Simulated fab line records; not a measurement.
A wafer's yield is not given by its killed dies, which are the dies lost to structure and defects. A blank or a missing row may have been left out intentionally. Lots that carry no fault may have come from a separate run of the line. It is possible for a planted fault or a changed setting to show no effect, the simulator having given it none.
Chamber matching -- flow sky130 -- cmp-01 running SKY_FIELD_ISO_CMP_27: 4 sister chambers
The step polishes, stops on Si3N4, t overpolish 16 s, target thk 457.8 nm. 14 wafers are shown with their chamber, then 7 later ones without.

== WAFERS WITH THEIR CHAMBER ==
wafer,chamber,motor-current-A (A),time-to-endpoint-s (s),overpolish-run-s (s)
L237.2,0,12.2,107,15.991
L237.3,3,11.1,110,15.994
L237.6,2,10.9,113,15.998
L238.1,2,10.5,120,15.994
L238.3,3,12.1,119,15.992
L238.6,1,12.4,119,15.997
L242.2,0,11.2,110,15.983
L242.3,1,12.5,111,15.998
L242.4,3,12.2,114,15.991
L243.4,1,13.4,108,16.004
L243.5,2,10.3,114,16.014
L243.6,3,11.7,112,15.983
L245.2,1,13.1,109,15.986
L245.5,0,10.9,109,16.007

SIGNATURES (means of the wafers above)
reading,chamber 0,chamber 1,chamber 2,chamber 3,scatter within a chamber
motor-current-A,11.433,12.850,10.567,11.775,0.505
time-to-endpoint-s,108.67,111.75,115.67,113.75,3.91
overpolish-run-s,15.99367,15.99625,16.00200,15.99000,0.00873
Rule: a wafer lies at a distance from a chamber equal to the root of the sum of squares, over the readings, of (its reading less the chamber's mean, divided by the reading's scatter). The wafer belongs to the nearest chamber; if the next one is less than 2 further off, it can't be placed. The scatter is the square root of a quotient: the sum, over the shown wafers, of each reading's squared deviation from its chamber's mean, divided by wafers minus chambers.

== WAFERS WITHOUT THEIR CHAMBER ==
wafer,motor-current-A (A),time-to-endpoint-s (s),overpolish-run-s (s)
L245.6,11.7,115,16.001
L251.2,10.2,114,16.007
L251.4,11.7,106,15.996
L251.5,12.0,110,16.008
L252.1,12.8,114,16.013
L252.3,10.4,117,15.986
L252.5,12.7,115,16.013

== THE CHAMBER EACH PASSED THROUGH ==
wafer,from the rows above,in truth
L245.6,can't be placed: 3 or 0 or 2 or 1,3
L251.2,2,2
L251.4,can't be placed: 0 or 3 or 1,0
L251.5,can't be placed: 0 or 1 or 3 or 2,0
L252.1,can't be placed: 1 or 3 or 0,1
L252.3,can't be placed: 2 or 3 or 0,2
L252.5,can't be placed: 1 or 3 or 0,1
Correct placement for 1 of the 7. Can't be placed from these rows: 6 (the true chamber is among the candidates in 6). Number placed wrongly: 0.
